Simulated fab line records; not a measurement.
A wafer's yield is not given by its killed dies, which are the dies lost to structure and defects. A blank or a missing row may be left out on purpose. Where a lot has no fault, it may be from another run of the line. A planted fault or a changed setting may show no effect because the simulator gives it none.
fab line records    flow gf180mcu
record: lots: 5  wafers: 15  lastDay: 34
route steps=602 shown SALICIDE@286 CONTACT@287 PASSIVATION@602
lots that met no fault: taken from a fault-free run of the same line
startH: hours from the record's first day to the start of the lot's first wafer shown    waitH: hours since the lot's step before    " unchanged from the row above    L1.1+2: one row covering several wafers at once    - no value, or no start given    * or withheld: withheld    < > ~ a bound
route shown NAME@n: names a module that has steps shown in the file, with the first one's number in the route    usual: mean and standard deviation over wafers with no fault    same: alike in all rows    chamber/n: place in a boat    sites: per-site readings    _std_site: the standard deviation of these    _edge_site: mean of outer sites minus mean of inner sites    radiusMm: for every site, how far away it sits from the centre of the wafer    mask NAME#n: copy n    behind: tool/chamber where the wafer was last shaped    hold: why the lot went on hold/how many hours it stayed there/how the hold came to an end    device: the n, p or np transistor that did not switch    end of line: at the end of the route, the tests of the same wafers    step lacking rows: just its recipe    killed: not the wafer's yield, but the dies lost to structure and defects at the first sort    map: shows each die of a wafer: x if killed, . if not, _ if none is there
set.NAME: the setting as run; set.NAME@STEP: as run at that earlier step    model.NAME: the simulator's own value behind a step, which no gauge read
a table for each step, a row for each wafer; lots at some steps of the route
services: from which hour (startH, from the record's first day; less than 0 if before it) a tool's chamber was out of use, for how many hours, and why
== steps ==
step: GF_SALICIDE_RTA_08
recipe: tempC: 800  timeS: 30  ambient: N2
usual: lampPowerPct: 16.1/0.76  wafer_temp_C_max: 804.4/1
lot.wafer  tool          chamber  startH  waitH  lampPowerPct  wafer_temp_C_max
L614.2     rtpAnneal-01  0        415.02  0.0    17.2          804.0
L614.4     "             0        "       "      17.2          803.8
L614.5     "             0        "       "      17.2          803.8
L616.2     rtpAnneal-02  0        446.74  0.0    15.6          804.8
L616.3     "             0        "       "      15.6          804.7
L616.6     "             0        "       "      15.6          806.5
L617.1     rtpAnneal-02  0        448.33  0.0    15.6          805.5
L617.2     "             0        "       "      15.6          806.0
L617.5     "             0        "       "      15.6          805.2
L618.1     rtpAnneal-02  0        459.06  0.0    15.6          804.4
L618.4     "             0        "       "      15.6          805.3
L618.5     "             0        "       "      15.6          804.6
L626.1     rtpAnneal-01  0        520.85  0.0    17.2          803.6
L626.3     "             0        "       "      17.2          802.6
L626.4     "             0        "       "      17.2          805.0
step: GF_CONTACT_CVD_00
recipe: material: SiO2  targetThkNm: 300  sigmaOpenFrac: 0.3  tempC: 400  timeS: 50  sih4FlowSccm: 60  pressureMtorr: 6
step: GF_CONTACT_THK_MEAS_01
recipe: reads: SiO2_of_CONTACT_CVD_00
usual: CONTACT_CVD_00_THK: 302/4.6
lot.wafer  tool          chamber  startH  waitH  CONTACT_CVD_00_THK[nm]
L614.2     filmMetro-02  -        415.16  0.0    307
L614.4     "             -        "       "      299
L614.5     "             -        "       "      309
L616.2     filmMetro-02  -        446.97  0.0    304
L616.3     "             -        "       "      307
L616.6     "             -        "       "      306
L617.1     filmMetro-02  -        448.58  0.0    302
L617.2     "             -        "       "      295
L617.5     "             -        "       "      297
L618.1     filmMetro-02  -        459.20  0.0    301
L618.4     "             -        "       "      292
L618.5     "             -        "       "      299
L626.1     filmMetro-02  -        521.09  0.0    296
L626.3     "             -        "       "      299
L626.4     "             -        "       "      304
step: GF_CONTACT_CVD_02
recipe: material: SiO2  targetThkNm: 860  precursor: TEOS  tempC: 400  timeS: 95.992  rfW: 600
usual: heaterPowerW: 631/65
lot.wafer  tool      chamber  startH  waitH  heaterPowerW
L614.2     pecvd-03  1        415.21  0.0    680
L614.4     "         0        "       "      577
L614.5     "         1        "       "      710
L616.2     pecvd-01  1        447.02  0.0    727
L616.3     "         2        "       "      666
L616.6     "         1        "       "      679
L617.1     pecvd-04  1        448.64  0.1    598
L617.2     "         2        "       "      740
L617.5     "         0        "       "      624
L618.1     pecvd-04  2        459.26  0.1    755
L618.4     "         2        "       "      621
L618.5     "         0        "       "      656
L626.1     pecvd-04  2        521.15  0.1    649
L626.3     "         1        "       "      595
L626.4     "         0        "       "      674
step: GF_CONTACT_THK_MEAS_03
recipe: reads: SiO2_of_CONTACT_CVD_02
usual: CONTACT_CVD_02_THK: 861/14
lot.wafer  tool          chamber  startH  waitH  CONTACT_CVD_02_THK[nm]
L614.2     filmMetro-01  -        415.29  0.0    857
L614.4     "             -        "       "      866
L614.5     "             -        "       "      875
L616.2     filmMetro-01  -        447.13  0.1    864
L616.3     "             -        "       "      888
L616.6     "             -        "       "      883
L617.1     filmMetro-02  -        448.71  0.0    849
L617.2     "             -        "       "      876
L617.5     "             -        "       "      882
L618.1     filmMetro-02  -        459.33  0.0    859
L618.4     "             -        "       "      863
L618.5     "             -        "       "      880
L626.1     filmMetro-04  -        521.22  0.0    859
L626.3     "             -        "       "      845
L626.4     "             -        "       "      861
step: GF_CONTACT_CMP_04
recipe: material: SiO2  downForcePsi: 4  platenRpm: 60  padVelocityMS: 0.94248
usual: motorCurrentA: 11.8/1.6  timeToEndpointS: 112/7.6
lot.wafer  tool    chamber  startH  waitH  motorCurrentA  timeToEndpointS
L614.2     cmp-01  3        415.34  0.0    9.7            100
L614.4     "       0        "       "      14.1           107
L614.5     "       3        "       "      10.6           107
L616.3     cmp-02  3        447.23  0.1    11.7           121
L616.2     "       0        "       "      11.4           110
L616.6     "       3        "       "      11.8           122
L617.2     cmp-01  2        448.87  0.1    10.9           111
L617.1     "       3        "       "      9.9            102
L617.5     "       0        "       "      14.4           110
L618.4     cmp-02  0        459.44  0.1    11.6           109
L618.1     "       2        "       "      13.6           112
L618.5     "       3        "       "      11.9           119
L626.3     cmp-02  1        522.09  0.8    11.4           100
L626.4     "       2        "       "      14.6           102
L626.1     "       3        "       "      12.0           99
step: GF_CONTACT_BOW_MEAS_05
recipe: mode: bow
usual: CONTACT_BOW: 66/6.6
lot.wafer  tool          chamber  startH  waitH  CONTACT_BOW[um]
L614.2     filmMetro-01  -        415.66  0.3    74
L614.4     "             -        "       "      61
L614.5     "             -        "       "      63
L616.2     filmMetro-02  -        447.63  0.3    60
L616.3     "             -        "       "      67
L616.6     "             -        "       "      62
L617.1     filmMetro-01  -        449.07  0.1    66
L617.2     "             -        "       "      72
L617.5     "             -        "       "      56
L618.1     filmMetro-01  -        459.69  0.1    74
L618.4     "             -        "       "      59
L618.5     "             -        "       "      68
L626.1     filmMetro-02  -        522.39  0.1    65
L626.3     "             -        "       "      66
L626.4     "             -        "       "      63
step: GF_CONTACT_DEHYDRATE_06
recipe: tempC: 200  timeS: 60
step: GF_CONTACT_HMDS_07
recipe: primeTimeS: 60  primeTempC: 120
step: GF_CONTACT_COAT_08
recipe: resist: BARC  tempC: withheld  timeS: withheld  spinRpm: withheld  resistThkNm: withheld
step: GF_CONTACT_COAT_09
recipe: resist: KrF  spinRpm: withheld  resistThkNm: 1000
step: GF_CONTACT_SOFTBAKE_10
recipe: tempC: 130  timeS: 60  resist: KrF
step: GF_CONTACT_EXPOSE_11
recipe: maskId: Contact  targetCdNm: 220  na: 0.68  sourceShape: conventional  sigmaOuter: 0.6  doseMj: 38
usual: stageVelMmS: 500.04/0.26
lot.wafer  tool           chamber  startH  waitH  mask          stageVelMmS
L614.2     krfScanner-01  0        427.62  -      Contact#0     500.26
L614.4     "              0        "       "      Contact#0     499.85
L614.5     "              0        "       "      Contact#0     499.63
L616.2     krfScanner-02  0        459.85  -      Contact#0     500.14
L616.3     "              0        "       "      Contact#0     500.19
L616.6     "              0        "       "      Contact#0     500.19
L617.1     krfScanner-02  0        461.49  -      Contact_R1#0  499.84
L617.2     "              0        "       "      Contact_R1#0  500.12
L617.5     "              0        "       "      Contact_R1#0  500.06
L618.1     krfScanner-02  0        471.93  -      Contact#0     499.67
L618.4     "              0        "       "      Contact#0     499.35
L618.5     "              0        "       "      Contact#0     499.50
L626.1     krfScanner-02  0        534.00  -      Contact#0     500.13
L626.3     "              0        "       "      Contact#0     499.66
L626.4     "              0        "       "      Contact#0     499.64
step: GF_CONTACT_PEB_12
recipe: pebTempC: 135  pebTimeS: 90  resist: KrF
step: GF_CONTACT_DEVELOP_13
recipe: developTimeS: 60  resist: KrF  devTempC: 21
step: GF_CONTACT_CD_MEAS_14
recipe: targetCdNm: 220
usual: cdNm: 219.6/1.4
lot.wafer  tool      chamber  startH  waitH  cdNm
L614.2     cdSem-01  -        439.21  0.1    220.0
L614.4     "         -        "       "      219.2
L614.5     "         -        "       "      219.7
L616.2     cdSem-01  -        472.27  0.1    219.3
L616.3     "         -        "       "      220.0
L616.6     "         -        "       "      218.8
L617.1     cdSem-01  -        473.50  0.1    193.8
L617.2     "         -        "       "      193.1
L617.5     "         -        "       "      193.0
L618.1     cdSem-02  -        484.49  0.1    217.9
L618.4     "         -        "       "      217.0
L618.5     "         -        "       "      218.9
L626.1     cdSem-01  -        544.58  0.1    219.1
L626.3     "         -        "       "      218.8
L626.4     "         -        "       "      218.8
step: GF_CONTACT_OVL_MEAS_15
usual: CONTACT_OVL: -1/4.7
lot.wafer  tool        chamber  startH  waitH  CONTACT_OVL[nm]
L614.2     overlay-02  -        439.32  0.1    -3
L614.4     "           -        "       "      1
L614.5     "           -        "       "      3
L616.2     overlay-01  -        472.38  0.1    1
L616.3     "           -        "       "      -7
L616.6     "           -        "       "      -2
L617.1     overlay-02  -        473.62  0.1    -1
L617.2     "           -        "       "      0
L617.5     "           -        "       "      -10
L618.1     overlay-01  -        484.61  0.1    -8
L618.4     "           -        "       "      -9
L618.5     "           -        "       "      -9
L626.1     overlay-02  -        544.70  0.1    1
L626.3     "           -        "       "      6
L626.4     "           -        "       "      -5
step: GF_CONTACT_ETCH_16
recipe: chemistry: N2/H2  targetDepthA: withheld  overetchA: withheld  timeS: withheld  target: BARC  ionEnergyEv: 200  sourceW: 500  biasW: 100  pressureMtorr: 30  n2FlowSccm: 100  h2FlowSccm: 200
usual: drypumpMotorCurrentA: 5.6/0.42  oesProductAu: 0.855/0.0051  throttleValvePct: 13.226/0.0097
lot.wafer  tool        chamber  startH  waitH  drypumpMotorCurrentA  oesProductAu  throttleValvePct  model.CONTACT.cdNm
L614.2     rieDiel-02  1        439.35  0.0    5.3                   0.858         13.229            218.9
L614.4     "           3        "       "      5.1                   0.854         13.233            220.3
L614.5     "           3        "       "      5.1                   0.864         13.218            220.5
L616.2     rieDiel-02  0        472.41  0.0    6.0                   0.859         13.216            218.9
L616.3     "           2        "       "      6.5                   0.850         13.216            219.9
L616.6     "           0        "       "      6.0                   0.860         13.226            218.2
L617.1     rieDiel-03  0        473.66  0.0    6.5                   0.852         13.234            195.3
L617.2     "           1        "       "      5.8                   0.866         13.214            194
L617.5     "           0        "       "      6.5                   0.847         13.225            195.2
L618.1     rieDiel-02  3        484.65  0.0    5.0                   0.853         13.214            219.6
L618.4     "           2        "       "      6.4                   0.858         13.230            217.7
L618.5     "           3        "       "      5.1                   0.846         13.227            219.9
L626.1     rieDiel-01  2        544.74  0.0    5.1                   0.861         13.230            218.8
L626.3     "           1        "       "      5.6                   0.856         13.248            218.3
L626.4     "           3        "       "      5.3                   0.858         13.224            217.5
step: GF_CONTACT_ETCH_17
recipe: chemistry: C4F8/O2/Ar  maskMaterial: KrF  target: SiO2  stopOn: CoSi2  sourceW: 1500  biasW: 1200  pressureMtorr: 40  c4f8FlowSccm: withheld  O2_flow_sccm: 6  Ar_flow_sccm: 300  timeS: withheld  targetDepthA: 8600
usual: oesProductAu: 0.816/0.0051
lot.wafer  tool        chamber  startH  waitH  oesProductAu  model.CONTACT.cdNm
L614.2     rieDiel-02  1        -       -      0.818         220.2
L614.4     "           3        "       "      0.813         219.8
L614.5     "           3        "       "      0.821         219.4
L616.2     rieDiel-02  0        -       -      0.821         217.9
L616.3     "           2        "       "      0.819         221
L616.6     "           0        "       "      0.819         216.9
L617.1     rieDiel-03  0        -       -      0.812         193.8
L617.2     "           1        "       "      0.818         194.5
L617.5     "           0        "       "      0.813         193.1
L618.1     rieDiel-02  3        -       -      0.810         219
L618.4     "           2        "       "      0.805         218.1
L618.5     "           3        "       "      0.811         218.8
L626.1     rieDiel-01  2        -       -      0.816         218.8
L626.3     "           1        "       "      0.822         217.2
L626.4     "           3        "       "      0.821         216.4
step: GF_CONTACT_STRIP_18
recipe: chemistry: O2/N2  powerW: 1400  pressureMtorr: 1500  platenTempC: 250  o2FlowSccm: 3000  n2FlowSccm: 300  overashFraction: 0.5
usual: drypumpMotorCurrentA: 5.51/0.28  heaterPowerW: 330/14  oesProductAu: 0.580/0.0052
lot.wafer  tool            chamber  startH  waitH  drypumpMotorCurrentA  heaterPowerW  oesProductAu  rfHoursCounterH
L614.2     plasmaAsher-03  0        439.51  -      5.21                  326           0.585         78
L614.4     "               1        "       "      5.98                  319           0.584         -
L614.5     "               1        "       "      5.98                  305           0.581         -
L616.2     plasmaAsher-01  0        472.57  -      5.67                  307           0.575         71
L616.3     "               0        "       "      5.70                  313           0.580         -
L616.6     "               0        "       "      5.69                  311           0.580         -
L617.1     plasmaAsher-04  0        473.82  -      5.63                  328           0.584         36
L617.2     "               1        "       "      5.38                  348           0.576         36
L617.5     "               0        "       "      5.64                  337           0.584         -
L618.1     plasmaAsher-04  0        484.81  -      5.67                  332           0.583         37
L618.4     "               1        "       "      5.41                  349           0.584         -
L618.5     "               0        "       "      5.67                  328           0.581         -
L626.1     plasmaAsher-01  0        544.90  -      5.70                  318           0.578         77
L626.3     "               1        "       "      5.07                  339           0.573         -
L626.4     "               0        "       "      5.67                  314           0.577         -
step: GF_PASSIVATION_PROBE_99
lot.wafer  tool       chamber  startH  waitH  model.etest.contactToGate.bvLeftV  model.etest.contactToGate.bvRightV  model.etest.contactPoly.rcOhm  model.etest.contactNplus.rcOhm  model.etest.contactPplus.rcOhm
L614.2     prober-02  -        734.11  0.1    35.95                              38.39                               5.906                          5.395                           5.403
L614.4     prober-02  -        734.21  0.2    36.1                               38.9                                5.961                          4.995                           5.302
L614.5     prober-02  -        734.26  0.2    35.98                              39.08                               5.827                          5.449                           5.19
L616.2     prober-02  -        757.09  0.1    37.82                              38.24                               5.868                          5.308                           5.187
L616.3     prober-02  -        757.14  0.2    36.97                              37.12                               5.878                          5.153                           4.952
L616.6     prober-02  -        757.29  0.2    37.44                              38.68                               5.841                          5.524                           5.313
L617.2     prober-02  -        760.05  0.1    38.43                              42.28                               7.356                          6.404                           6.208
L617.5     prober-02  -        760.20  0.2    38.59                              42.42                               7.423                          6.409                           6.315
L618.1     prober-01  -        767.33  0.1    37.62                              37.19                               5.91                           5.108                           5.342
L618.4     prober-01  -        767.48  0.2    37.71                              37.3                                5.832                          5.307                           5.248
L618.5     prober-01  -        767.53  0.2    38.17                              38.76                               6.027                          5.07                            5.331
L626.1     prober-01  -        808.86  0.1    38.6                               38.1                                5.603                          5.125                           5.292
L626.3     prober-01  -        808.96  0.2    37.68                              38.35                               5.866                          5.174                           5.179
L626.4     prober-01  -        809.01  0.2    38.22                              38.53                               5.899                          5.256                           5.488
killed by level:class
L614.2 CONTACT:geometricParticle:open=9 V2:geometricParticle:open=5 V1:geometricParticle:open=4 M4:geometricParticle:short=4 V5:geometricParticle:open=4 STI:geometricParticle:short=3 V5:geometricParticle:short=3 STI:geometricParticle:open=2
L614.4 CONTACT:geometricParticle:open=7 V2:geometricParticle:open=6 V5:geometricParticle:open=6 V3:geometricParticle:open=4 CONTACT:geometricParticle:short=3 V1:geometricParticle:open=2 V1:geometricParticle:short=2 V2:geometricParticle:short=2
L614.5 V4:geometricParticle:open=7 V5:geometricParticle:open=7 V1:geometricParticle:open=5 V3:geometricParticle:open=5 V2:geometricParticle:open=4 CONTACT:geometricParticle:open=4 V4:geometricParticle:short=3 STI:geometricParticle:open=2
L616.2 V4:geometricParticle:open=8 STI:geometricParticle:short=6 STI:geometricParticle:open=6 CONTACT:geometricParticle:open=6 V2:geometricParticle:open=4 V5:geometricParticle:short=4 POLY_GATE:geometricParticle:short=3 V4:geometricParticle:short=3
L616.3 V5:geometricParticle:open=7 V2:geometricParticle:open=6 STI:geometricParticle:open=4 CONTACT:geometricParticle:short=4 V1:geometricParticle:short=4 V4:geometricParticle:open=4 V3:geometricParticle:open=3 V4:geometricParticle:short=3
L616.6 V1:geometricParticle:open=7 V3:geometricParticle:open=6 STI:geometricParticle:short=4 CONTACT:geometricParticle:open=4 V4:geometricParticle:open=4 STI:geometricParticle:open=3 M1:geometricParticle:short=3 V4:geometricParticle:short=3
L618.1 CONTACT:geometricParticle:open=6 STI:geometricParticle:short=4 V5:geometricParticle:open=4 V2:geometricParticle:open=4 V4:geometricParticle:open=3 STI:geometricParticle:open=2 M1:geometricParticle:short=2 V1:geometricParticle:short=2
L618.4 V1:geometricParticle:open=7 V1:geometricParticle:short=6 V4:geometricParticle:open=5 CONTACT:geometricParticle:open=3 M1:geometricParticle:short=3 STI:geometricParticle:open=2 CONTACT:geometricParticle:short=2 M2:geometricParticle:short=2
L618.5 M1:geometricParticle:short=8 CONTACT:geometricParticle:open=4 POLY_GATE:geometricParticle:short=3 V3:geometricParticle:open=3 V1:geometricParticle:open=3 M2:geometricParticle:short=3 STI:geometricParticle:short=2 POLY_GATE:geometricParticle:open=2
L626.1 CONTACT:geometricParticle:short=5 V4:geometricParticle:short=5 V4:geometricParticle:open=5 CONTACT:geometricParticle:open=4 V2:geometricParticle:open=4 V3:geometricParticle:open=4 V5:geometricParticle:open=4 STI:geometricParticle:open=3
L626.3 V4:geometricParticle:open=5 V5:geometricParticle:open=4 CONTACT:geometricParticle:open=3 V2:geometricParticle:open=3 V3:geometricParticle:open=3 V5:geometricParticle:short=3 STI:geometricParticle:short=2 CONTACT:geometricParticle:short=2
L626.4 V1:geometricParticle:open=6 V5:geometricParticle:short=4 M3:geometricParticle:short=4 V4:geometricParticle:open=4 V2:geometricParticle:short=3 V3:geometricParticle:open=3 HV_LDD:geometricParticle:open=2 CONTACT:geometricParticle:open=2
== services ==
tool            chamber  startH  hours  kind
cmp-01          -        404.00  4.0    pm
plasmaAsher-01  -        407.81  2.9    repair
rieDiel-03      1        409.55  7.0    repair
rieDiel-03      0        411.23  5.9    repair
cmp-02          -        416.11  1.9    repair
krfScanner-02   -        417.39  4.6    repair
plasmaAsher-04  -        428.91  0.6    repair
krfScanner-02   -        430.65  1.3    repair
rieDiel-03      2        454.76  4.1    repair
krfScanner-02   -        455.11  1.3    pm
cmp-01          -        463.07  6.1    pm
plasmaAsher-04  -        467.16  5.3    repair
rieDiel-01      3        471.23  5.9    repair
rieDiel-02      2        472.84  5.6    repair
cmp-02          -        477.30  1.6    repair
plasmaAsher-01  -        478.44  15.6   pm
rieDiel-03      1        480.12  6.5    repair
cmp-02          -        493.78  18.3   pm
rieDiel-03      -        496.66  1.2    repair
cmp-02          -        514.74  4.8    pm
cmp-01          -        518.64  5.8    repair
cmp-02          -        520.85  0.9    repair
rieDiel-02      1        530.53  3.0    repair
rieDiel-02      -        537.13  1.1    repair
== key ==
firstSign: step: GF_CONTACT_EXPOSE_11  reading: mask  direction: changed
effect: step: GF_CONTACT_CD_MEAS_14  reading: cdNm  direction: down  sigmas: 18  usual: 219.6  struck: 193.3
modelEffect: step: GF_CONTACT_ETCH_16  value: CONTACT.cdNm  without: 220.9  struck: 194.9
modelEffect: step: GF_CONTACT_ETCH_17  value: CONTACT.cdNm  without: 219.8  struck: 193.8
modelEffect: step: GF_PASSIVATION_PROBE_99  value: etest.contactToGate.bvLeftV  without: 35.26  struck: 38.51
metAt GF_CONTACT_EXPOSE_11
struckWafers L617.1,L617.2,L617.5
rowsEnd L617.1
sortLeftOut L617.2,L617.5
testerLeftOut L617
onsetBetween 459.85 461.49
fault: kind: wrongMask  tool: any  chamber: -  onsetH: 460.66  steps: GF_CONTACT_EXPOSE_11  auxCopy: Contact_R1#0  cdOffsetNm: -26  scope: struckLotsOnly
testerLeftOut: of these lots the tester's yield and bins aren't shown, on N5 and GAA mostly nor the transistor test; their killed dies are dies lost to structure and defects alone, not to doping, threshold or leakage, so they don't give the yield
sortLeftOut: the simulated sort isn't trusted on such a fault, so these wafers' sort isn't shown, and their yield isn't known
rowsEnd: these wafers met a further fault down the route, and their rows from its step on are left out
